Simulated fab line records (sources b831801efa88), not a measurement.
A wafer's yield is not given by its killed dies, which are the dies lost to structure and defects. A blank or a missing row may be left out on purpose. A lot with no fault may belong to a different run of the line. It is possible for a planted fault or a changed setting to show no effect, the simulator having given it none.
Comparing a struck lot with a sound one ; flow sky130 ; 20 steps out of a route of 708
Sound: wafers L840.1, L840.3, L840.6. The struck wafers were L849.2, L849.5, L849.6. At the end, the cause is stated.
Per side, at each step with rows, come the tool, then ch with its chambers, and then its first start. Under that, the readings that differ: sound wafers ; struck wafers ; difference of the means ; sigmas: that difference in standard deviations of wafers without a fault.
alike: readings with means less than 2 such deviations apart, plus words and numbers identical on both sides. not compared: withheld readings, readings lacking a value on some wafer, bounds such as >300 that could conceal the same value, and numbers that have no deviation in the record and whose values overlap.
The two part at a step that has a row with sigmas, a row that says differs or no value, or rows on one side only. When numbers do not overlap yet have no deviation, they are printed without sigmas and do not part them. Lack of a reading on every wafer of one side parts them only where that side has two or more wafers.

SKY_CONTACT_THK_MEAS_01:
  sound: filmMetro-04 at day 30 00:38; struck: filmMetro-03 at day 33 23:15
  alike: CONTACT_CVD_00_THK
then, 1 step without rows for these wafers: SKY_CONTACT_HDPCVD_02 (deposits SiO2, target thk 565 nm, time 94.2 s).
SKY_CONTACT_THK_MEAS_03:
  sound: filmMetro-02 at day 30 00:46; struck: filmMetro-04 at day 33 23:23
  alike: CONTACT_HDPCVD_THK
SKY_CONTACT_CMP_04: polishes SiO2.
  sound on cmp-02 ch 2,3, day 30 00:50; struck on cmp-01 ch 0,1,3, day 33 23:32
  alike: motorCurrentA, timeToEndpointS
SKY_CONTACT_BOW_MEAS_05:
  sound: filmMetro-02 at day 30 01:09; struck: filmMetro-04 at day 33 23:45
  alike: CONTACT_BOW
then, 7 steps without rows for these wafers: SKY_CONTACT_DEHYDRATE_06 (time 60 s); SKY_CONTACT_HMDS_07 (prime time 60 s); SKY_CONTACT_COAT_08 (resist thk 60 nm); SKY_CONTACT_COAT_09 (resist thk 450 nm); SKY_CONTACT_SOFTBAKE_10 (time 90 s); SKY_CONTACT_EXPOSE_11 (exposes mask CTM1, target cd 170 nm); SKY_CONTACT_PEB_12.
SKY_CONTACT_DEVELOP_13: develop time 60 s.
  sound on lithoTrack-01 ch 0, day 31 04:00; struck on lithoTrack-04 ch 0, day 35 02:00
SKY_CONTACT_CD_MEAS_14: the cd target is 170 nm.
  sound: cdSem-02 at day 31 04:12; struck: cdSem-02 at day 35 02:49
reading;sound;struck;difference;sigmas
cdNm (nm);170.2 169.6 170.0;174.1 175.5 175.6;+5.1;+4
SKY_CONTACT_OVL_MEAS_15:
  sound: overlay-02 at day 31 04:19; struck: overlay-01 at day 35 02:55
  alike: CONTACT_OVL
SKY_CONTACT_ETCH_16: etches BARC in N2/H2, stops on SiO2, time 45.9 s, target depth 60 nm.
  sound on rieDiel-01 ch 0,2, day 31 04:21; struck on rieDiel-03 ch 1,2, day 35 02:57
reading;sound;struck;difference;sigmas
model.CONTACT.cdNm (nm);169.7 169.4 169.8;173.1 175 174.7;+4.6;
  alike: drypumpMotorCurrentA, n2FlowSccm, oesProductAu, throttleValvePct
  not compared: rfHoursCounterH
SKY_CONTACT_ETCH_17: etches SiO2 in C4F8/O2/Ar, stops on Si3N4, target depth 340 nm.
  sound on rieDiel-01 ch 0,2, day 31 04:25; struck on rieDiel-03 ch 1,2, day 35 02:59
  alike: oesProductAu
SKY_CONTACT_ETCH_18: etches Si3N4 in CHF3/O2, stops on TiN, time 39 s, target depth 75 nm.
  sound: rieDiel-01 ch 0,2; struck: rieDiel-03 ch 1,2
reading;sound;struck;difference;sigmas
model.CONTACT.cdNm (nm);169.7 169.2 170.3;173.6 175.4 174.7;+4.8;
  alike: drypumpMotorCurrentA, oesProductAu, throttleValvePct
  not compared: rfHoursCounterH
SKY_CONTACT_STRIP_19: strips in O2/N2.
  sound on plasmaAsher-03 ch 1, day 31 04:33; struck on plasmaAsher-01 ch 0,1, day 35 03:05
reading;sound;struck;difference;sigmas
drypumpMotorCurrentA (A);6.17 6.15 6.20;5.48 5.46 5.28;-0.77;-3
  alike: n2FlowSccm, oesProductAu, stripTimeToEndpointS
  not compared: rfHoursCounterH
SKY_PAD_OPEN_PROBE_99:
  sound wafers here have rows in the record (prober-01, day 45 08:13); struck ones have none

WHERE THEY PART
Last at SKY_PAD_OPEN_PROBE_99 as far as this record goes, first at SKY_CONTACT_CD_MEAS_14.

WHY: whatever the simulator had introduced
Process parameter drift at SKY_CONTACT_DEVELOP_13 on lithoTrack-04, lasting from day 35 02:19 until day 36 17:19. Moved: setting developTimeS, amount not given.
